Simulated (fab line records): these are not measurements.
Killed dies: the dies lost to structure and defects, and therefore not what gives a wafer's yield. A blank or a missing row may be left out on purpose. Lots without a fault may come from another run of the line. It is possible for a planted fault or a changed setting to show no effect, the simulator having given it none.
fab line records ; flow gf180mcu
[record] lots = 7; wafers = 21; last_day = 34
route steps=602 shown HV_LDD@229 NSD@235
lots that met no fault: from a run of the same line without faults
start_h: hours from the record's first day to the start of the lot's first wafer shown ; wait_h: how many hours have passed since the lot's step before this one ; " same as the row above ; L1.1+2: a single row standing in for several wafers ; - no value, or no start was given ; * or withheld: withheld ; < > ~ a bound
route shown NAME@n: names a module that has steps shown in the file, with the first one's number in the route ; usual: mean and standard deviation over wafers with no fault ; same: alike in all rows ; chamber/n: place in a boat ; sites: readings site by site ; _std_site: standard deviation of those values ; _edge_site: mean of outer sites minus mean of inner sites ; radius_mm: how far each site lies from the wafer's centre ; mask NAME#n: copy n ; behind: the last tool/chamber to shape the wafer ; hold: the reason the lot was held/the length of the hold in hours/how it ended ; device: names the non-switching transistor (n, p or np) ; end of line: tests of these same wafers at the route's end ; a step given without rows: its recipe and nothing more ; killed: the dies lost at the first sort to structure and to defects; this is not the yield of the wafer ; map: a wafer's dies, marking killed ones x, the rest . and places with no die _
set.NAME: the setting the step ran with; set.NAME@STEP: the setting that earlier step ran with ; model.NAME: the simulator's own value behind a step, which no gauge read
a table for each step, a row for each wafer; lots at some steps of the route
services: the hour from which a tool's chamber was out of use, counted from the record's first day as start_h (under 0 if before that day), plus the number of hours and why
[[steps]]
[step GF_HV_LDD_RS_MEAS_53]
[recipe] thk_meas_gauge = four-point-probe
[usual] HV_LDD_RS = 418.5/0.93
lot.wafer;tool;chamber;start_h;wait_h;HV_LDD_RS[ohm/sq]
L866.2;film_metro-03;-;267.87;0.1;419.3
L866.3;film_metro-03;-;267.87;0.1;418.5
L866.5;film_metro-03;-;267.87;0.1;418.7
L867.1;film_metro-01;-;271.15;0.1;418.6
L867.3;film_metro-01;-;271.15;0.1;418.6
L867.5;film_metro-01;-;271.15;0.1;419.8
L873.1;film_metro-01;-;323.59;0.1;418.4
L873.3;film_metro-01;-;323.59;0.1;418.8
L873.4;film_metro-01;-;323.59;0.1;418.5
L875.1;film_metro-01;-;354.30;0.1;417.4
L875.5;film_metro-01;-;354.30;0.1;418.7
L875.6;film_metro-01;-;354.30;0.1;417.3
L888.1;film_metro-01;-;451.44;0.1;417.8
L888.4;film_metro-01;-;451.44;0.1;417.7
L888.5;film_metro-01;-;451.44;0.1;418.9
L887.1;film_metro-03;-;453.24;0.1;419.2
L887.2;film_metro-03;-;453.24;0.1;419.6
L887.3;film_metro-03;-;453.24;0.1;419.2
L889.4;film_metro-04;-;468.61;0.1;417.2
L889.5;film_metro-04;-;468.61;0.1;419.0
L889.6;film_metro-04;-;468.61;0.1;418.2
[step GF_HV_LDD_CVD_54]
[recipe] material = SiO2; target_thk_nm = 10; precursor = TEOS; temp_c = 680; time_s = 75; pressure_mtorr = 400
[step GF_HV_LDD_THK_MEAS_55]
[recipe] reads = SiO2_of_HV_LDD_CVD_54
[usual] HV_LDD_CVD_54_THK = 10.01/0.15
lot.wafer;tool;chamber;start_h;wait_h;HV_LDD_CVD_54_THK[nm]
L866.2;film_metro-03;-;269.18;0.0;10.37
L866.3;film_metro-03;-;269.18;0.0;10.22
L866.5;film_metro-03;-;269.18;0.0;10.22
L867.1;film_metro-03;-;272.29;0.0;10.21
L867.3;film_metro-03;-;272.29;0.0;10.05
L867.5;film_metro-03;-;272.29;0.0;10.18
L873.1;film_metro-01;-;324.73;0.0;9.76
L873.3;film_metro-01;-;324.73;0.0;9.78
L873.4;film_metro-01;-;324.73;0.0;9.86
L875.1;film_metro-01;-;355.44;0.0;10.02
L875.5;film_metro-01;-;355.44;0.0;10.04
L875.6;film_metro-01;-;355.44;0.0;9.94
L888.1;film_metro-04;-;452.59;0.0;10.13
L888.4;film_metro-04;-;452.59;0.0;10.09
L888.5;film_metro-04;-;452.59;0.0;10.07
L887.1;film_metro-03;-;455.09;0.0;9.79
L887.2;film_metro-03;-;455.09;0.0;9.73
L887.3;film_metro-03;-;455.09;0.0;9.77
L889.4;film_metro-04;-;469.72;0.0;10.37
L889.5;film_metro-04;-;469.72;0.0;10.39
L889.6;film_metro-04;-;469.72;0.0;10.37
[step GF_HV_LDD_CVD_56]
[recipe] material = Si3N4; precursor = DCS/NH3; target_thk_nm = 90; temp_c = 770; time_s = 1543; pressure_mtorr = 250
[step GF_HV_LDD_THK_MEAS_57]
[recipe] reads = Si3N4_of_HV_LDD_CVD_56
[usual] HV_LDD_CVD_56_THK = 90.2/0.93
lot.wafer;tool;chamber;start_h;wait_h;HV_LDD_CVD_56_THK[nm]
L866.2;film_metro-04;-;270.67;0.0;89.8
L866.3;film_metro-04;-;270.67;0.0;89.9
L866.5;film_metro-04;-;270.67;0.0;90.3
L867.1;film_metro-03;-;273.78;0.0;90.1
L867.3;film_metro-03;-;273.78;0.0;90.0
L867.5;film_metro-03;-;273.78;0.0;90.1
L873.1;film_metro-03;-;326.22;0.0;89.2
L873.3;film_metro-03;-;326.22;0.0;89.8
L873.4;film_metro-03;-;326.22;0.0;88.8
L875.1;film_metro-04;-;356.93;0.0;90.0
L875.5;film_metro-04;-;356.93;0.0;90.0
L875.6;film_metro-04;-;356.93;0.0;89.5
L888.1;film_metro-04;-;454.07;0.0;89.7
L888.4;film_metro-04;-;454.07;0.0;89.8
L888.5;film_metro-04;-;454.07;0.0;89.3
L887.1;film_metro-03;-;456.58;0.0;88.7
L887.2;film_metro-03;-;456.58;0.0;88.6
L887.3;film_metro-03;-;456.58;0.0;88.0
L889.4;film_metro-01;-;471.21;0.0;90.1
L889.5;film_metro-01;-;471.21;0.0;89.5
L889.6;film_metro-01;-;471.21;0.0;90.2
[step GF_HV_LDD_ETCHBACK_58]
[recipe] chemistry = CH3F/O2; target = Si3N4; stop_on = SiO2; source_w = 400; bias_w = 80; pressure_mtorr = 25; ch3f_flow_sccm = 40; O2_flow_sccm = 30; time_s = 100; target_depth_a = 900
[usual] ch3f_flow_sccm = 40.02/0.11; drypump_motor_current_A = 5.5/0.49; oes_product_au = 0.844/0.0066; throttle_valve_pct = 10.561/0.0088
lot.wafer;tool;chamber;start_h;wait_h;ch3f_flow_sccm;drypump_motor_current_A;oes_product_au;rf_hours_counter_h;throttle_valve_pct
L866.2;rie_diel-01;1;270.72;0.0;39.97;4.9;0.839;3;10.561
L866.3;rie_diel-01;0;270.72;0.0;40.11;6.3;0.842;1;10.558
L866.5;rie_diel-01;1;270.72;0.0;40.06;4.9;0.851;-;10.562
L867.1;rie_diel-01;1;273.84;0.1;40.11;4.9;0.844;3;10.554
L867.3;rie_diel-01;3;273.84;0.1;40.06;6.1;0.845;4;10.564
L867.5;rie_diel-01;0;273.84;0.1;39.92;6.3;0.840;-;10.571
L873.1;rie_diel-01;3;326.28;0.1;40.03;6.1;0.844;6;10.550
L873.3;rie_diel-01;1;326.28;0.1;40.06;4.9;0.843;4;10.552
L873.4;rie_diel-01;0;326.28;0.1;39.89;6.3;0.839;2;10.571
L875.1;rie_diel-04;1;356.99;0.1;40.02;5.3;0.842;18;10.578
L875.5;rie_diel-04;0;356.99;0.1;40.03;4.9;0.852;-;10.567
L875.6;rie_diel-04;3;356.99;0.1;39.88;5.9;0.842;-;10.563
L888.1;rie_diel-02;3;454.13;0.1;40.08;5.6;0.839;25;10.552
L888.4;rie_diel-02;0;454.13;0.1;39.98;5.2;0.845;100;10.574
L888.5;rie_diel-02;3;454.13;0.1;39.84;5.6;0.839;-;10.555
L887.1;rie_diel-02;3;456.64;0.1;40.04;5.6;0.845;25;10.547
L887.2;rie_diel-02;1;456.64;0.1;39.74;6.1;0.839;6;10.549
L887.3;rie_diel-02;2;456.64;0.1;40.19;5.7;0.837;7;10.550
L889.4;rie_diel-04;1;471.24;0.0;40.12;5.3;0.845;22;10.555
L889.5;rie_diel-04;0;471.24;0.0;40.13;4.9;0.845;-;10.567
L889.6;rie_diel-04;1;471.24;0.0;40.02;5.3;0.846;-;10.570
[step GF_NSD_DEHYDRATE_00]
[recipe] temp_c = 200; time_s = 60
[step GF_NSD_HMDS_01]
[recipe] prime_time_s = 60; prime_temp_c = 120
[step GF_NSD_COAT_02]
[recipe] resist = NOVOLAK; spin_rpm = 3000; resist_thk_nm = 1000
[step GF_NSD_SOFTBAKE_03]
[recipe] temp_c = 90; time_s = 60; resist = NOVOLAK
[step GF_NSD_EXPOSE_04]
[recipe] mask_id = Nplus; target_cd_nm = 400; na = 0.6; source_shape = conventional; sigma_outer = 0.6; dose_mj = 140
[step GF_NSD_PEB_05]
[recipe] temp_c = withheld; time_s = *; resist = NOVOLAK
[step GF_NSD_DEVELOP_06]
[recipe] develop_time_s = 60; dev_temp_c = 23
[usual] chill_plate_temp_C = 23.00/0.11; develop_time_s = 60/0; exhaust_pa = 44.8/0.89
lot.wafer;tool;chamber;start_h;wait_h;chill_plate_temp_C;develop_time_s;exhaust_pa
L866.2;litho_track-04;0;289.65;0.1;22.91;60;45.7
L866.3;litho_track-04;0;289.65;0.1;23.05;60;45.4
L866.5;litho_track-04;0;289.65;0.1;23.08;60;46.5
L867.1;litho_track-04;0;293.57;0.1;22.92;60;46.1
L867.3;litho_track-04;0;293.57;0.1;22.95;60;46.0
L867.5;litho_track-04;0;293.57;0.1;22.87;60;45.3
L873.1;litho_track-04;0;347.12;0.1;23.09;60;44.2
L873.3;litho_track-04;0;347.12;0.1;23.00;60;44.0
L873.4;litho_track-04;0;347.12;0.1;23.22;60;44.8
L875.1;litho_track-03;0;377.76;0.1;23.05;60;45.3
L875.5;litho_track-03;0;377.76;0.1;23.16;60;43.5
L875.6;litho_track-03;0;377.76;0.1;23.18;60;45.1
L888.1;litho_track-04;-;478.07;0.1;-;-;-
L888.4;litho_track-04;-;478.07;0.1;-;-;-
L888.5;litho_track-04;-;478.07;0.1;-;-;-
L887.1;litho_track-02;-;479.91;0.1;-;-;-
L887.2;litho_track-02;-;479.91;0.1;-;-;-
L887.3;litho_track-02;-;479.91;0.1;-;-;-
L889.4;litho_track-02;-;494.84;0.1;-;-;-
L889.5;litho_track-02;-;494.84;0.1;-;-;-
L889.6;litho_track-02;-;494.84;0.1;-;-;-
[step GF_NSD_CD_MEAS_07]
[recipe] target_cd_nm = 400
[usual] cd_nm = 399.4/2.6
lot.wafer;tool;chamber;start_h;wait_h;cd_nm
L866.2;cd_sem-01;-;289.79;0.1;398.0
L866.3;cd_sem-01;-;289.79;0.1;397.5
L866.5;cd_sem-01;-;289.79;0.1;396.0
L867.1;cd_sem-02;-;293.72;0.1;398.9
L867.3;cd_sem-02;-;293.72;0.1;402.8
L867.5;cd_sem-02;-;293.72;0.1;401.0
L873.1;cd_sem-02;-;347.27;0.1;398.4
L873.3;cd_sem-02;-;347.27;0.1;399.0
L873.4;cd_sem-02;-;347.27;0.1;400.9
L875.1;cd_sem-02;-;377.91;0.1;397.3
L875.5;cd_sem-02;-;377.91;0.1;399.1
L875.6;cd_sem-02;-;377.91;0.1;397.3
L888.1;cd_sem-02;-;478.22;0.1;-
L888.4;cd_sem-02;-;478.22;0.1;-
L888.5;cd_sem-02;-;478.22;0.1;-
L887.1;cd_sem-01;-;480.06;0.1;-
L887.2;cd_sem-01;-;480.06;0.1;-
L887.3;cd_sem-01;-;480.06;0.1;-
L889.4;cd_sem-02;-;494.97;0.1;-
L889.5;cd_sem-02;-;494.97;0.1;-
L889.6;cd_sem-02;-;494.97;0.1;-
[[services]]
tool;chamber;start_h;hours;kind
rie_diel-02;1;252.52;7.4;repair
rie_diel-02;3;255.68;3.9;repair
rie_diel-02;-;285.67;14.6;pm
rie_diel-01;3;294.73;4.6;repair
rie_diel-02;-;304.73;0.4;repair
rie_diel-04;1;313.69;4.5;repair
rie_diel-01;1;317.06;6.0;repair
rie_diel-02;3;346.55;3.5;repair
rie_diel-04;0;360.70;3.3;repair
rie_diel-04;0;364.79;5.9;repair
rie_diel-04;1;367.91;4.7;repair
rie_diel-04;2;379.25;10.1;repair
rie_diel-04;0;389.52;-;clean
rie_diel-04;0;389.52;18.1;scheduled_down
rie_diel-04;0;389.52;18.1;vent_cycle
rie_diel-02;1;395.69;6.1;repair
rie_diel-04;2;402.52;9.8;repair
rie_diel-04;2;425.34;1.6;repair
rie_diel-02;0;468.69;-;clean
rie_diel-02;0;468.69;14.2;scheduled_down
rie_diel-02;0;468.69;14.2;vent_cycle
rie_diel-04;3;474.76;5.1;repair
rie_diel-02;-;475.01;1.4;repair
[[key]]
[first_sign] step = GF_NSD_DEVELOP_06; reading = tool_record; direction = missing
effect none on later readings
met_at GF_NSD_DEVELOP_06
struck_wafers L887.1,L887.2,L887.3,L888.1,L888.4,L888.5,L889.4,L889.5,L889.6
sort_left_out L887.1,L887.2,L887.3,L888.1,L888.4,L888.5,L889.4,L889.5,L889.6
tester_left_out L887,L888,L889
onset_between 347.12 478.07
[fault] kind = skipped_step_whole; tool = litho_track-02,litho_track-04; chamber = -; onset_h = 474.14; steps = GF_NSD_DEVELOP_06; scope = struck_lots_only
// tester_left_out: of these lots the tester's yield and bins aren't shown, on N5 and GAA mostly nor the transistor test; their killed dies are dies lost to structure and defects alone, not to doping, threshold or leakage, so they don't give the yield
// sort_left_out: the simulated sort isn't trusted on such a fault, so these wafers' sort isn't shown, and their yield isn't known
